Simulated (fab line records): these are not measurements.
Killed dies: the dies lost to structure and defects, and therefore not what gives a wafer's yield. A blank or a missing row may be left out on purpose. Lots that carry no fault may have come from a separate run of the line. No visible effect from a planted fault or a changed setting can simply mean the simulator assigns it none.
Struck lot and sound lot, side by side / flow sky130 / 43 out of 708 route steps
Sound: wafers L890.2, L890.4, L890.5. Struck: wafer L906.1. (L906.4 of the same lot was not struck and is left out.) The cause comes at the end.
For every step that has rows: the tool of each side, followed by ch and its chambers, followed by its first start. Under that, the readings that differ: sound wafers / struck wafers / difference of the means / sigmas: that difference in standard deviations of wafers without a fault.
alike: readings with means less than 2 such deviations apart, plus words and numbers identical on both sides. not compared: withheld readings, readings lacking a value on some wafer, bounds such as >300 that could conceal the same value, and numbers that have no deviation in the record and whose values overlap.
Wherever a step has rows on one side only, a row that says differs or no value, or a row with sigmas, the two part there. Numbers that don't overlap but have no deviation are shown without sigmas and don't part them. A reading missing from all wafers of one side parts the sides only when that side holds two or more wafers.

SKY_LDD_HVP_TW_MEAS_10:
  struck on film_metro-03, day 28 08:26; sound on film_metro-04, day 21 16:39
  alike: LDD_HVP_TW
then, 7 steps without rows for these wafers: SKY_LDD_LDN_DEHYDRATE_00 (time 60 s); SKY_LDD_LDN_HMDS_01 (prime time 60 s); SKY_LDD_LDN_COAT_02 (resist thk 1140 nm); SKY_LDD_LDN_SOFTBAKE_03 (time 60 s); SKY_LDD_LDN_EXPOSE_04 (exposes mask LDNTM, target cd 700 nm); SKY_LDD_LDN_PEB_05; SKY_LDD_LDN_DEVELOP_06 (develop time 60 s).
SKY_LDD_LDN_OVL_MEAS_07:
  struck on overlay-01, day 29 12:24; sound on overlay-02, day 22 22:50
  alike: LDD_LDN_OVL
then, 3 steps without rows for these wafers: SKY_LDD_LDN_IMPLANT_08; SKY_LDD_LDN_IMPLANT_09; SKY_LDD_LDN_IMPLANT_10.
SKY_LDD_LDN_IMPLANT_11:
  sound on implanter-03 ch 0, day 22 23:20; struck on implanter-01 ch 0, day 29 12:53
SKY_LDD_LDN_STRIP_12: strips in O2/N2.
  sound on plasma_asher-03 ch 0,1, day 22 23:28; struck on plasma_asher-04 ch 1, day 29 13:02
reading=strip_time_to_endpoint_s (s); sound=14.22 14.21 14.20; struck=14.14; difference=-0.07; sigmas=-2
  alike: drypump_motor_current_A, oes_product_au
  not compared: rf_hours_counter_h
SKY_LDD_LDN_TW_MEAS_13:
  struck on film_metro-01, day 29 13:08; sound on film_metro-01, day 22 23:35
  alike: LDD_LDN_TW
then, 2 steps without rows for these wafers: SKY_LDD_LDN_CLEAN_14 (cleans in SC1/SC2, time 150 s); SKY_SPACER_CVD_00 (deposits Si3N4 from DCS/NH3, target thk 43.1 nm, time 740 s).
SKY_SPACER_THK_MEAS_01:
  struck on film_metro-01, day 29 14:27; sound on film_metro-04, day 23 01:13
  alike: SPACER_CVD_00_THK
SKY_SPACER_ETCHBACK_02: etches Si3N4 in CH3F/O2, stops on SiO2, time 46.7 s, target depth 45 nm.
  sound on rie_diel-03 ch 0,2,3, day 23 01:16; struck on rie_diel-04 ch 1, day 29 14:31
  alike: drypump_motor_current_A, oes_product_au, throttle_valve_pct
  not compared: rf_hours_counter_h
then, 8 steps without rows for these wafers: SKY_POLY_CUT_DEHYDRATE_00 (time 60 s); SKY_POLY_CUT_HMDS_01 (prime time 60 s); SKY_POLY_CUT_COAT_02 (resist thk 60 nm); SKY_POLY_CUT_COAT_03 (resist thk 450 nm); SKY_POLY_CUT_SOFTBAKE_04 (time 90 s); SKY_POLY_CUT_EXPOSE_05 (exposes mask NPCM, target cd 270 nm); SKY_POLY_CUT_PEB_06; SKY_POLY_CUT_DEVELOP_07 (develop time 60 s).
SKY_POLY_CUT_CD_MEAS_08 targets a cd of 270 nm.
  struck on cd_sem-02, day 30 18:09; sound on cd_sem-01, day 24 08:07
  alike: cd_nm
SKY_POLY_CUT_OVL_MEAS_09:
  struck on overlay-02, day 30 18:16; sound on overlay-01, day 24 08:14
  alike: POLY_CUT_OVL
SKY_POLY_CUT_ETCH_10: etches BARC in N2/H2, stops on SiO2, time 45.9 s, target depth 60 nm.
  sound on rie_diel-01 ch 1,2,3, day 24 08:16; struck on rie_diel-01 ch 3, day 30 18:19
  alike: drypump_motor_current_A, oes_product_au, throttle_valve_pct
  not compared: rf_hours_counter_h
SKY_POLY_CUT_ETCH_11: etches Si3N4 in CF4/CH2F2/Ar, stops on poly-Si, time 42.5 s, target depth 60 nm.
  sound on rie_diel-01 ch 1,2,3, day 24 08:18; struck on rie_diel-01 ch 3, day 30 18:21
  alike: drypump_motor_current_A, oes_product_au, throttle_valve_pct
  not compared: rf_hours_counter_h
SKY_POLY_CUT_STRIP_12: strips in O2/N2.
  sound on plasma_asher-02 ch 0,1, day 24 08:20; struck on plasma_asher-04 ch 0, day 30 18:23
  alike: drypump_motor_current_A, oes_product_au, strip_time_to_endpoint_s
  not compared: rf_hours_counter_h
then, 7 steps without rows for these wafers: SKY_SD_P_DEHYDRATE_00 (time 60 s); SKY_SD_P_HMDS_01 (prime time 60 s); SKY_SD_P_COAT_02 (resist thk 1140 nm); SKY_SD_P_SOFTBAKE_03 (time 60 s); SKY_SD_P_EXPOSE_04 (exposes mask PSDM, target cd 380 nm); SKY_SD_P_PEB_05; SKY_SD_P_DEVELOP_06 (develop time 60 s).
SKY_SD_P_CD_MEAS_07 targets a cd of 380 nm.
  struck on cd_sem-02, day 31 21:35; sound on cd_sem-01, day 25 13:34
  alike: cd_nm
SKY_SD_P_OVL_MEAS_08:
  struck on overlay-01, day 31 21:42; sound on overlay-02, day 25 13:41
reading=SD_P_OVL (nm); sound=1.7 2.6 1.3; struck=5.3; difference=+3.4; sigmas=+2
then, 1 step without rows for these wafers: SKY_SD_P_IMPLANT_09.
-- here the record skips 18 days between the struck wafers' starts before and after, leaving off in module SD_P and picking up in module PAD_OPEN (first step shown: number 708 of the route) --
SKY_PAD_OPEN_PROBE_99:
  struck on prober-02, day 50 04:22; sound on prober-01, day 45 23:10
reading=model.etest.tip_sonos.rs_ohm_sq_range; sound=26.87 33.69 28.85; struck=94.28; difference=+64.48; sigmas=
reading=model.etest.tip_sonos.rs_ohm_sq_rim_less_centre; sound=-8.409 1.148 -4.062; struck=-28.47; difference=-24.70; sigmas=

## WHERE THEY PART
At SKY_LDD_LDN_STRIP_12 first; at SKY_SD_P_OVL_MEAS_08 last (within this record only).

WHY: what the simulator had put in
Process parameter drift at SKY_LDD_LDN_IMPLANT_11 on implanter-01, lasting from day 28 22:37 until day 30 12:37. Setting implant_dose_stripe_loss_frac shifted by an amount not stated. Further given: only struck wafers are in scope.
